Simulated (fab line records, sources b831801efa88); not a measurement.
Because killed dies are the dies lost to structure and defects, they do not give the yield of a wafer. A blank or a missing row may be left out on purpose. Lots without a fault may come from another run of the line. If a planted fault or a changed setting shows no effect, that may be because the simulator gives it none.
2 desks, one fault :: flow gf180mcu :: each desk holds nothing but its own numbers, with what lay behind them at the end

## METROLOGY DESK
Lot by lot, what the gauges showed, no matter which tool ran the lot: averages of those sampled wafers that carry a number. If a lot's mean is further than 4 standard deviations from the usual mean, the lot is out of limits and carries the mark OUT (the distance appears in the brackets).
Columns: A = cd nm at GF_TOP_METAL_CD_MEAS_14, usual 439.6 nm
lot: L543
first seen here: day 28 10:52
A: 441.2

lot: L544
first seen here: day 28 13:35
A: 440.6

lot: L545
first seen here: day 29 03:10
A: 442.6

lot: L547
first seen here: day 29 13:58
A: 440.1

lot: L549
first seen here: day 30 07:03
A: 444.1

lot: L554
first seen here: day 31 14:38
A: 439.3

lot: L555
first seen here: day 31 21:58
A: 409.7 (-12) OUT

lot: L556
first seen here: day 32 03:25
A: 435.4

lot: L560
first seen here: day 33 04:16
A: 436.9

lot: L563
first seen here: day 33 14:28
A: 440.4

lot: L565
first seen here: day 34 05:26
A: 438.9
This desk finds L555 out of limits, L555 being first, at day 31 21:58 (cd nm at GF_TOP_METAL_CD_MEAS_14). Within limits: L543, L544, L545, L547, L549, L554, L556, L560, L563, L565.

## THE TOOL OWNER'S DESK: iline stepper-01
The tool's own readings at GF_TOP_METAL_EXPOSE_11 (exposes mask MetalTop, target cd 440 nm): means of the sampled wafers that have a number, for each lot that ran on this tool. If a lot's mean is further than 4 standard deviations from the usual mean, the lot is out of limits and carries the mark OUT (the distance appears in the brackets).
Columns: A = exposure dose mJ cm2 at GF_TOP_METAL_EXPOSE_11, usual 168.59
lot: L544
first seen here: day 28 04:34
A: 168.92

lot: L549
first seen here: day 29 22:27
A: 168.98

lot: L555
first seen here: day 31 14:02
A: 160.61 (-32) OUT
This desk finds L555 out of limits, L555 being first, at day 31 14:02 (exposure dose mJ cm2 at GF_TOP_METAL_EXPOSE_11). Within limits: L544, L549.

## BROUGHT TOGETHER
At day 31 14:02, on L555, the tool owner's desk was in a position to raise an alarm.
L555 would have let the metrology desk raise an alarm at day 31 21:58.
Of the lots named, all ran GF_TOP_METAL_EXPOSE_11 on iline stepper-01.

## WHAT WAS PUT IN BY THE SIMULATOR
Process parameter drift: iline stepper-01, from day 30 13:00 on, at GF_TOP_METAL_EXPOSE_11. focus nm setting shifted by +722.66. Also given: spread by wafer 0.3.
Lots struck among those shown: L555.
Fault start to first reading out of limits, in hours, per desk: tool owner, 25; metrology, 33.
